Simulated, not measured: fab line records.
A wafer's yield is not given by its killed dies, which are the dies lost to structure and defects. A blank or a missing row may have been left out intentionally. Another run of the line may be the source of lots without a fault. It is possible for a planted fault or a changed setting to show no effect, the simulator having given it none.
fab line records	flow sky130	part 1 of 2: steps 1 to 30 of 41
record lots=5	wafers=15	lastDay=49
route steps=708 shown NWELL@79 PWDE@84 VT_ADJUST_HVTP@85 VT_ADJUST_LVTN@97 VT_ADJUST_NCORE@119
lots that met no fault: taken from a fault-free run of the same line
startH: hours from the record's first day to the start of the lot's first wafer shown	waitH: time in hours since the lot's previous step	" repeats the value in the row above	L1.1+2: a single row standing in for several wafers	- either no value or no given start	* or withheld: withheld	< > ~ a bound
route shown NAME@n: NAME is a module with steps in the file, n the number in the route of the first one	usual: mean/standard deviation of fault-free wafers	same: alike in all rows	chamber/n: place in a boat	sites: the reading at each site	_std_site: standard deviation of those values	_edge_site: inner sites' mean taken away from outer sites' mean	radiusMm: for every site, how far away it sits from the centre of the wafer	mask NAME#n: copy n	behind: the tool/chamber that last shaped the wafer	hold: what put the lot on hold/how long, in hours/how the hold closed	device: the transistor (n, p or np) that didn't switch	end of line: the same wafers' tests at the end of the route	a step with no rows: only its recipe	killed: count of dies lost to structure and defects at first sort (not the wafer's yield)	map: a wafer's dies, marking killed ones x, the rest . and places with no die _
set.NAME: the setting the step ran with; set.NAME@STEP: the setting that earlier step ran with	model.NAME: the simulator's own value behind a step, which no gauge read
certain route steps with their lots: each step a table, each wafer a row
services: when a tool's chamber went out of use (startH, in hours from the record's first day, below 0 if earlier), for how many hours, and the reason
## steps
# step SKY_NWELL_TW_MEAS_26
# usual NWELL_2_TW=499.5/2.6
lot.wafer	tool	chamber	startH	waitH	NWELL_2_TW
L074.3	filmMetro-01	-	102.09	0.1	500.9
L074.5	"	-	"	"	501.5
L074.6	"	-	"	"	500.1
L075.1	filmMetro-01	-	107.32	0.1	498.7
L075.3	"	-	"	"	504.5
L075.6	"	-	"	"	501.6
L083.2	filmMetro-03	-	173.03	0.1	499.0
L083.3	"	-	"	"	498.9
L083.4	"	-	"	"	498.9
L089.1	filmMetro-01	-	195.64	0.1	500.1
L089.5	"	-	"	"	498.0
L089.6	"	-	"	"	498.7
L090.2	filmMetro-02	-	200.30	0.1	497.4
L090.3	"	-	"	"	499.9
L090.6	"	-	"	"	500.7
# step SKY_NWELL_CLEAN_27
# recipe chemistry=SC1/SC2	mix=1:4:20	tempC=70	timeS=150	dry=n2Spin
# usual bathHeatDutyPct=13.4/1.7
lot.wafer	tool	chamber	startH	waitH	bathHeatDutyPct
L074.3	wetBench-04	2	102.13	0.0	13.6
L074.5	"	2	"	"	14.1
L074.6	"	2	"	"	13.7
L075.1	wetBench-02	1	107.38	0.1	18.0
L075.3	"	1	"	"	15.8
L075.6	"	1	"	"	17.4
L083.2	wetBench-02	3	173.08	0.0	14.6
L083.3	"	3	"	"	14.9
L083.4	"	3	"	"	14.5
L089.1	wetBench-02	3	195.70	0.1	15.6
L089.5	"	3	"	"	14.2
L089.6	"	3	"	"	14.7
L090.2	wetBench-01	0	200.35	0.0	12.7
L090.3	"	0	"	"	12.9
L090.6	"	0	"	"	13.0
# step SKY_NWELL_RTA_28
# recipe tempC=1050	timeS=30	idleTempC=650	rampUpCPerS=150	rampDownCPerS=90	ambient=N2
# usual lampPowerPct=25.30/0.051	rampDownCPerS=89.999/0.016	wafer_temp_C_max=1054.8/0.92
lot.wafer	tool	chamber	startH	waitH	lampPowerPct	rampDownCPerS	wafer_temp_C_max
L074.3	rtpAnneal-02	0	102.22	0.0	25.32	89.988	1054.8
L074.5	"	0	"	"	25.28	90.013	1053.4
L074.6	"	0	"	"	25.30	89.982	1054.8
L075.1	rtpAnneal-01	0	107.43	0.0	25.35	90.001	1055.3
L075.3	"	0	"	"	25.39	90.017	1056.1
L075.6	"	0	"	"	25.29	90.010	1055.5
L083.2	rtpAnneal-02	0	173.15	0.0	25.37	90.006	1055.6
L083.3	"	0	"	"	25.35	90.013	1056.1
L083.4	"	0	"	"	25.34	89.993	1053.6
L089.1	rtpAnneal-01	0	195.75	0.0	25.28	90.017	1055.9
L089.5	"	0	"	"	25.35	90.008	1055.1
L089.6	"	0	"	"	25.24	90.013	1053.7
L090.2	rtpAnneal-01	0	200.41	0.0	25.35	90.031	1053.8
L090.3	"	0	"	"	25.20	90.010	1054.1
L090.6	"	0	"	"	25.31	89.982	1055.5
# step SKY_NWELL_RS_MEAS_29
# recipe thkMeasGauge=four-point-probe
# usual NWELL_RS=625.1/2
lot.wafer	tool	chamber	startH	waitH	NWELL_RS[ohm/sq]
L074.3	filmMetro-03	-	102.32	0.1	624.1
L074.5	"	-	"	"	622.8
L074.6	"	-	"	"	624.2
L075.1	filmMetro-03	-	107.63	0.2	625.5
L075.3	"	-	"	"	623.2
L075.6	"	-	"	"	625.4
L083.2	filmMetro-02	-	173.25	0.1	628.7
L083.3	"	-	"	"	627.2
L083.4	"	-	"	"	628.0
L089.1	filmMetro-03	-	195.85	0.1	621.0
L089.5	"	-	"	"	621.2
L089.6	"	-	"	"	621.8
L090.2	filmMetro-03	-	200.52	0.1	624.4
L090.3	"	-	"	"	625.3
L090.6	"	-	"	"	623.6
# step SKY_NWELL_RS_MEAS_31
# recipe thkMeasGauge=four-point-probe
# usual PWDE_RS=5276/19
lot.wafer	tool	chamber	startH	waitH	PWDE_RS[ohm/sq]
L074.3	filmMetro-03	-	102.56	0.1	5268
L074.5	"	-	"	"	5288
L074.6	"	-	"	"	5282
L075.1	filmMetro-03	-	107.87	0.1	5278
L075.3	"	-	"	"	5285
L075.6	"	-	"	"	5278
L083.2	filmMetro-02	-	173.49	0.1	5273
L083.3	"	-	"	"	5295
L083.4	"	-	"	"	5299
L089.1	filmMetro-03	-	196.09	0.1	5304
L089.5	"	-	"	"	5301
L089.6	"	-	"	"	5310
L090.2	filmMetro-03	-	200.76	0.1	5274
L090.3	"	-	"	"	5268
L090.6	"	-	"	"	5286
# step SKY_VT_ADJUST_HVTP_DEHYDRATE_00
# recipe tempC=200	timeS=60
lot.wafer	tool	chamber	startH	waitH
L074.3+5+6	lithoTrack-03	0	110.44	7.9
L075.1+3+6	lithoTrack-03	0	115.94	8.0
L083.2+3+4	lithoTrack-04	0	183.03	9.5
L089.1+5+6	lithoTrack-02	0	206.35	10.2
L090.2+3+6	lithoTrack-02	0	210.68	9.9
# step SKY_VT_ADJUST_HVTP_HMDS_01
# recipe primeTimeS=60	primeTempC=120
# same primeTimeS=60
lot.wafer	tool	chamber	startH	waitH
L074.3+5+6	lithoTrack-03	0	110.59	0.1
L075.1+3+6	lithoTrack-03	0	116.09	0.1
L083.2+3+4	lithoTrack-04	0	183.18	0.1
L089.1+5+6	lithoTrack-02	0	206.50	0.1
L090.2+3+6	lithoTrack-02	0	210.83	0.1
# step SKY_VT_ADJUST_HVTP_COAT_02
# recipe resist=NOVOLAK	spinRpm=3000	resistThkNm=1140
lot.wafer	tool	chamber	startH	waitH
L074.3+5+6	lithoTrack-03	0	110.74	0.1
L075.1+3+6	lithoTrack-03	0	116.24	0.1
L083.2+3+4	lithoTrack-04	0	183.33	0.1
L089.1+5+6	lithoTrack-02	0	206.65	0.1
L090.2+3+6	lithoTrack-02	0	210.98	0.1
# step SKY_VT_ADJUST_HVTP_SOFTBAKE_03
# recipe tempC=90	timeS=60	resist=NOVOLAK
lot.wafer	tool	chamber	startH	waitH
L074.3+5+6	lithoTrack-03	0	110.89	0.1
L075.1+3+6	lithoTrack-03	0	116.39	0.1
L083.2+3+4	lithoTrack-04	0	183.48	0.1
L089.1+5+6	lithoTrack-02	0	206.80	0.1
L090.2+3+6	lithoTrack-02	0	211.13	0.1
# step SKY_VT_ADJUST_HVTP_EXPOSE_04
# recipe maskId=HVTPM	na=0.6	sourceShape=conventional	sigmaOuter=0.6	polarization=unpolarized	targetCdNm=380	doseMj=140
# usual exposureDoseMJCm2=140.05/0.15
lot.wafer	tool	chamber	startH	waitH	mask	exposureDoseMJCm2
L074.3	ilineStepper-01	0	-	-	HVTPM#0	139.99
L074.5	"	0	"	"	HVTPM#0	140.08
L074.6	"	0	"	"	HVTPM#0	139.93
L075.1	ilineStepper-01	0	-	-	HVTPM#0	140.09
L075.3	"	0	"	"	HVTPM#0	140.06
L075.6	"	0	"	"	HVTPM#0	140.27
L083.2	ilineStepper-02	0	-	-	HVTPM#0	139.89
L083.3	"	0	"	"	HVTPM#0	140.14
L083.4	"	0	"	"	HVTPM#0	140.05
L089.1	ilineStepper-01	0	-	-	HVTPM#0	139.88
L089.5	"	0	"	"	HVTPM#0	139.89
L089.6	"	0	"	"	HVTPM#0	139.87
L090.2	ilineStepper-02	0	-	-	HVTPM#0	140.19
L090.3	"	0	"	"	HVTPM#0	139.94
L090.6	"	0	"	"	HVTPM#0	139.94
# step SKY_VT_ADJUST_HVTP_PEB_05
# recipe tempC=withheld	timeS=*	resist=NOVOLAK
lot.wafer	tool	chamber	startH	waitH
L074.3+5+6	lithoTrack-03	0	-	-
L075.1+3+6	lithoTrack-04	0	-	-
L083.2+3+4	lithoTrack-04	0	-	-
L089.1+5+6	lithoTrack-04	0	-	-
L090.2+3+6	lithoTrack-02	0	-	-
# step SKY_VT_ADJUST_HVTP_DEVELOP_06
# recipe resist=NOVOLAK	developer=TMAH	developTimeS=60	devTempC=23
# usual developerTempC=22.99/0.1
lot.wafer	tool	chamber	startH	waitH	developerTempC
L074.3	lithoTrack-03	0	119.74	0.1	22.96
L074.5	"	0	"	"	23.01
L074.6	"	0	"	"	22.91
L075.1	lithoTrack-04	0	125.56	0.1	23.26
L075.3	"	0	"	"	23.04
L075.6	"	0	"	"	23.10
L083.2	lithoTrack-04	0	193.98	0.1	23.14
L083.3	"	0	"	"	22.93
L083.4	"	0	"	"	22.94
L089.1	lithoTrack-04	0	217.76	0.1	23.09
L089.5	"	0	"	"	23.00
L089.6	"	0	"	"	23.10
L090.2	lithoTrack-02	0	222.03	0.1	22.94
L090.3	"	0	"	"	23.10
L090.6	"	0	"	"	22.94
# step SKY_VT_ADJUST_HVTP_CD_MEAS_07
# recipe targetCdNm=380
# usual cdNm=380.3/2.4
lot.wafer	tool	chamber	startH	waitH	cdNm
L074.3	cdSem-02	-	119.88	0.1	381.0
L074.5	"	-	"	"	383.8
L074.6	"	-	"	"	381.6
L075.1	cdSem-02	-	125.71	0.1	383.7
L075.3	"	-	"	"	380.8
L075.6	"	-	"	"	385.1
L083.2	cdSem-02	-	194.13	0.1	377.8
L083.3	"	-	"	"	378.8
L083.4	"	-	"	"	378.1
L089.1	cdSem-01	-	217.91	0.1	381.7
L089.5	"	-	"	"	382.1
L089.6	"	-	"	"	382.5
L090.2	cdSem-02	-	222.17	0.1	380.2
L090.3	"	-	"	"	381.0
L090.6	"	-	"	"	379.3
# step SKY_VT_ADJUST_HVTP_OVL_MEAS_08
# usual VT_ADJUST_HVTP_OVL=0.1/1.2
lot.wafer	tool	chamber	startH	waitH	VT_ADJUST_HVTP_OVL[nm]
L074.3	overlay-01	-	119.97	0.1	0.5
L074.5	"	-	"	"	-1.3
L074.6	"	-	"	"	0.1
L075.1	overlay-01	-	125.83	0.1	0.1
L075.3	"	-	"	"	-0.2
L075.6	"	-	"	"	0.2
L083.2	overlay-01	-	194.23	0.1	0.3
L083.3	"	-	"	"	0.6
L083.4	"	-	"	"	-0.1
L089.1	overlay-01	-	218.03	0.1	1.3
L089.5	"	-	"	"	-0.4
L089.6	"	-	"	"	-0.2
L090.2	overlay-01	-	222.28	0.1	-0.7
L090.3	"	-	"	"	0.1
L090.6	"	-	"	"	0.2
# step SKY_VT_ADJUST_HVTP_IMPLANT_09
# recipe species=As	energyKev=150	doseCm2=4.3e+12	tiltDeg=withheld
# same implantIonAmu=75
lot.wafer	tool	chamber	startH	waitH
L074.3+5+6	implanter-02	0	120.04	0.1
L075.1+3+6	implanter-02	0	125.86	0.0
L083.2+3+4	implanter-04	0	194.29	0.0
L089.1+5+6	implanter-04	0	218.06	0.0
L090.2+3+6	implanter-04	0	222.33	0.0
# step SKY_VT_ADJUST_HVTP_STRIP_10
# recipe chemistry=O2/N2	powerW=1400	pressureMtorr=1500	platenTempC=withheld	o2FlowSccm=3000	n2FlowSccm=300	overashFraction=0.5
# usual drypumpMotorCurrentA=5.4/0.39	o2FlowSccm=3002/8.8	oesProductAu=0.716/0.0043	stripTimeToEndpointS=14.15/0.04
lot.wafer	tool	chamber	startH	waitH	drypumpMotorCurrentA	o2FlowSccm	oesProductAu	rfHoursCounterH	stripTimeToEndpointS
L074.3	plasmaAsher-01	1	120.18	0.1	5.8	3008	0.716	-	14.17
L074.5	"	1	"	"	5.8	3001	0.716	-	14.18
L074.6	"	0	"	"	5.3	3009	0.715	-	14.12
L075.1	plasmaAsher-02	0	126.01	0.1	5.0	3004	0.723	45	14.21
L075.3	"	0	"	"	5.0	2992	0.718	-	14.21
L075.6	"	0	"	"	5.1	3001	0.717	-	14.17
L083.2	plasmaAsher-02	0	194.41	0.1	5.0	3002	0.721	51	14.17
L083.3	"	0	"	"	5.0	2988	0.710	-	14.16
L083.4	"	1	"	"	4.9	2991	0.717	-	14.18
L089.1	plasmaAsher-04	1	218.21	0.1	5.9	3000	0.706	39	14.19
L089.5	"	0	"	"	5.0	2995	0.716	-	14.16
L089.6	"	1	"	"	5.9	2984	0.717	-	14.17
L090.2	plasmaAsher-04	0	222.46	0.1	5.0	3008	0.721	39	14.12
L090.3	"	0	"	"	5.0	2990	0.713	-	14.10
L090.6	"	0	"	"	5.0	2984	0.719	-	14.08
# step SKY_VT_ADJUST_HVTP_TW_MEAS_11
# usual VT_ADJUST_HVTP_TW=1357/11
lot.wafer	tool	chamber	startH	waitH	VT_ADJUST_HVTP_TW
L074.3	filmMetro-01	-	120.26	0.1	1361
L074.5	"	-	"	"	1358
L074.6	"	-	"	"	1361
L075.1	filmMetro-01	-	126.11	0.1	1350
L075.3	"	-	"	"	1361
L075.6	"	-	"	"	1356
L083.2	filmMetro-01	-	194.52	0.1	1356
L083.3	"	-	"	"	1364
L083.4	"	-	"	"	1354
L089.1	filmMetro-04	-	218.31	0.1	1324
L089.5	"	-	"	"	1322
L089.6	"	-	"	"	1324
L090.2	filmMetro-03	-	222.57	0.1	1355
L090.3	"	-	"	"	1359
L090.6	"	-	"	"	1358
# step SKY_VT_ADJUST_LVTN_DEHYDRATE_00
# recipe tempC=200	timeS=60
lot.wafer	tool	chamber	startH	waitH
L074.3+5+6	lithoTrack-02	0	129.00	8.7
L075.1+3+6	lithoTrack-01	0	134.73	8.6
L083.2+3+4	lithoTrack-01	0	204.81	10.3
L089.1+5+6	lithoTrack-03	0	228.79	10.5
L090.2+3+6	lithoTrack-02	0	233.23	10.6
# step SKY_VT_ADJUST_LVTN_HMDS_01
# recipe primeTimeS=60	primeTempC=120
# same primeTimeS=60
lot.wafer	tool	chamber	startH	waitH
L074.3+5+6	lithoTrack-02	0	129.15	0.1
L075.1+3+6	lithoTrack-01	0	134.88	0.1
L083.2+3+4	lithoTrack-01	0	204.96	0.1
L089.1+5+6	lithoTrack-03	0	228.94	0.1
L090.2+3+6	lithoTrack-02	0	233.38	0.1
# step SKY_VT_ADJUST_LVTN_COAT_02
# recipe spinRpm=2000	resistThkNm=3000
lot.wafer	tool	chamber	startH	waitH
L074.3+5+6	lithoTrack-02	0	129.30	0.1
L075.1+3+6	lithoTrack-01	0	135.03	0.1
L083.2+3+4	lithoTrack-01	0	205.11	0.1
L089.1+5+6	lithoTrack-03	0	229.09	0.1
L090.2+3+6	lithoTrack-02	0	233.53	0.1
# step SKY_VT_ADJUST_LVTN_SOFTBAKE_03
# recipe tempC=110	timeS=withheld
lot.wafer	tool	chamber	startH	waitH
L074.3+5+6	lithoTrack-02	0	129.47	0.1
L075.1+3+6	lithoTrack-01	0	135.18	0.1
L083.2+3+4	lithoTrack-01	0	205.27	0.1
L089.1+5+6	lithoTrack-03	0	229.24	0.1
L090.2+3+6	lithoTrack-02	0	233.69	0.1
# step SKY_VT_ADJUST_LVTN_EXPOSE_04
# recipe maskId=NWM_COMPLEMENT_LESS_NATIVE	na=0.6	sourceShape=conventional	sigmaOuter=0.6	polarization=unpolarized	targetCdNm=840	doseMj=195.4
# usual exposureDoseMJCm2=195.36/0.2
lot.wafer	tool	chamber	startH	waitH	mask	exposureDoseMJCm2
L074.3	ilineStepper-01	0	-	-	NWM_COMPLEMENT_LESS_NATIVE#0	195.28
L074.5	"	0	"	"	NWM_COMPLEMENT_LESS_NATIVE#0	195.19
L074.6	"	0	"	"	NWM_COMPLEMENT_LESS_NATIVE#0	194.89
L075.1	ilineStepper-01	0	-	-	NWM_COMPLEMENT_LESS_NATIVE#0	195.12
L075.3	"	0	"	"	NWM_COMPLEMENT_LESS_NATIVE#0	195.23
L075.6	"	0	"	"	NWM_COMPLEMENT_LESS_NATIVE#0	195.12
L083.2	ilineStepper-01	0	-	-	NWM_COMPLEMENT_LESS_NATIVE#0	195.30
L083.3	"	0	"	"	NWM_COMPLEMENT_LESS_NATIVE#0	195.71
L083.4	"	0	"	"	NWM_COMPLEMENT_LESS_NATIVE#0	195.52
L089.1	ilineStepper-02	0	-	-	NWM_COMPLEMENT_LESS_NATIVE#0	195.33
L089.5	"	0	"	"	NWM_COMPLEMENT_LESS_NATIVE#0	195.27
L089.6	"	0	"	"	NWM_COMPLEMENT_LESS_NATIVE#0	195.42
L090.2	ilineStepper-02	0	-	-	NWM_COMPLEMENT_LESS_NATIVE#0	195.54
L090.3	"	0	"	"	NWM_COMPLEMENT_LESS_NATIVE#0	195.54
L090.6	"	0	"	"	NWM_COMPLEMENT_LESS_NATIVE#0	195.45
# step SKY_VT_ADJUST_LVTN_PEB_05
# recipe tempC=115	timeS=withheld
lot.wafer	tool	chamber	startH	waitH
L074.3+5+6	lithoTrack-02	0	-	-
L075.1+3+6	lithoTrack-02	0	-	-
L083.2+3+4	lithoTrack-03	0	-	-
L089.1+5+6	lithoTrack-02	0	-	-
L090.2+3+6	lithoTrack-03	0	-	-
# step SKY_VT_ADJUST_LVTN_DEVELOP_06
# recipe wallAngleDeg=90	developer=TMAH	developTimeS=60	devTempC=23
# usual developerTempC=23.02/0.1
lot.wafer	tool	chamber	startH	waitH	developerTempC
L074.3	lithoTrack-02	0	-	-	22.97
L074.5	"	0	"	"	23.05
L074.6	"	0	"	"	23.13
L075.1	lithoTrack-02	0	-	-	23.07
L075.3	"	0	"	"	23.04
L075.6	"	0	"	"	22.99
L083.2	lithoTrack-03	0	-	-	22.84
L083.3	"	0	"	"	22.99
L083.4	"	0	"	"	23.15
L089.1	lithoTrack-02	0	-	-	23.06
L089.5	"	0	"	"	23.02
L089.6	"	0	"	"	22.96
L090.2	lithoTrack-03	0	-	-	22.95
L090.3	"	0	"	"	22.95
L090.6	"	0	"	"	22.98
# step SKY_VT_ADJUST_LVTN_OVL_MEAS_07
# usual VT_ADJUST_LVTN_OVL=0.0/1.6
lot.wafer	tool	chamber	startH	waitH	VT_ADJUST_LVTN_OVL[nm]
L074.3	overlay-02	-	139.56	-	-1.5
L074.5	"	-	"	"	0.2
L074.6	"	-	"	"	-1.7
L075.1	overlay-01	-	144.60	-	1.0
L075.3	"	-	"	"	1.4
L075.6	"	-	"	"	2.3
L083.2	overlay-01	-	215.64	-	2.1
L083.3	"	-	"	"	1.0
L083.4	"	-	"	"	3.2
L089.1	overlay-01	-	240.10	-	1.9
L089.5	"	-	"	"	1.3
L089.6	"	-	"	"	2.2
L090.2	overlay-01	-	245.14	-	-1.3
L090.3	"	-	"	"	-0.8
L090.6	"	-	"	"	-1.1
# step SKY_VT_ADJUST_LVTN_IMPLANT_08
# recipe species=B	energyKev=30	doseCm2=1.57e+12	tiltDeg=withheld
# same implantIonAmu=11
lot.wafer	tool	chamber	startH	waitH
L074.3+5+6	implanter-04	0	139.64	0.1
L075.1+3+6	implanter-02	0	144.64	0.0
L083.2+3+4	implanter-02	0	215.70	0.0
L089.1+5+6	implanter-03	0	240.14	0.0
L090.2+3+6	implanter-02	0	245.20	0.0
# step SKY_VT_ADJUST_LVTN_STRIP_09
# recipe chemistry=O2/N2	powerW=1400	pressureMtorr=1500	platenTempC=withheld	o2FlowSccm=3000	n2FlowSccm=300	overashFraction=0.5
# usual drypumpMotorCurrentA=5.5/0.4	o2FlowSccm=3001/9.6	oesProductAu=0.722/0.0047	stripTimeToEndpointS=36.89/0.088
lot.wafer	tool	chamber	startH	waitH	drypumpMotorCurrentA	o2FlowSccm	oesProductAu	rfHoursCounterH	stripTimeToEndpointS
L074.3	plasmaAsher-02	0	139.77	0.1	5.0	3008	0.729	-	36.81
L074.5	"	0	"	"	5.0	2990	0.724	-	36.87
L074.6	"	1	"	"	5.0	3005	0.722	-	36.86
L075.1	plasmaAsher-01	1	144.79	0.1	5.8	2999	0.719	3	36.96
L075.3	"	0	"	"	5.3	3001	0.729	-	37.05
L075.6	"	1	"	"	5.9	2979	0.717	-	36.99
L083.2	plasmaAsher-01	1	215.82	0.1	5.8	3013	0.717	9	36.90
L083.3	"	0	"	"	5.3	2999	0.726	-	37.01
L083.4	"	1	"	"	5.8	3005	0.731	-	36.99
L089.1	plasmaAsher-03	0	240.29	0.1	5.8	3008	0.729	56	36.83
L089.5	"	1	"	"	6.0	3006	0.725	-	36.88
L089.6	"	0	"	"	5.8	3009	0.722	-	36.92
L090.2	plasmaAsher-01	1	245.32	0.1	5.8	3007	0.730	12	36.87
L090.3	"	1	"	"	5.8	3022	0.725	-	36.83
L090.6	"	1	"	"	5.9	2998	0.727	-	36.80
# step SKY_VT_ADJUST_LVTN_TW_MEAS_10
# usual VT_ADJUST_LVTN_TW=239.1/2.6
lot.wafer	tool	chamber	startH	waitH	VT_ADJUST_LVTN_TW
L074.3	filmMetro-02	-	139.86	0.1	240.8
L074.5	"	-	"	"	239.7
L074.6	"	-	"	"	240.1
L075.1	filmMetro-01	-	144.89	0.1	240.4
L075.3	"	-	"	"	241.0
L075.6	"	-	"	"	240.8
L083.2	filmMetro-01	-	215.93	0.1	241.4
L083.3	"	-	"	"	241.6
L083.4	"	-	"	"	240.3
L089.1	filmMetro-02	-	240.39	0.1	240.5
L089.5	"	-	"	"	240.2
L089.6	"	-	"	"	239.7
L090.2	filmMetro-04	-	245.43	0.1	236.9
L090.3	"	-	"	"	236.2
L090.6	"	-	"	"	236.0
# step SKY_VT_ADJUST_LVTN_DEHYDRATE_11
# recipe tempC=200	timeS=60
lot.wafer	tool	chamber	startH	waitH
L074.3+5+6	lithoTrack-01	0	148.73	8.9
L075.1+3+6	lithoTrack-02	0	154.10	9.2
L083.2+3+4	lithoTrack-01	0	226.71	10.8
L089.1+5+6	lithoTrack-03	0	251.14	10.7
L090.2+3+6	lithoTrack-02	0	256.18	10.7
# step SKY_VT_ADJUST_LVTN_HMDS_12
# recipe primeTimeS=60	primeTempC=120
# same primeTimeS=60
lot.wafer	tool	chamber	startH	waitH
L074.3+5+6	lithoTrack-01	0	148.88	0.1
L075.1+3+6	lithoTrack-02	0	154.25	0.1
L083.2+3+4	lithoTrack-01	0	226.86	0.1
L089.1+5+6	lithoTrack-03	0	251.29	0.1
L090.2+3+6	lithoTrack-02	0	256.33	0.1
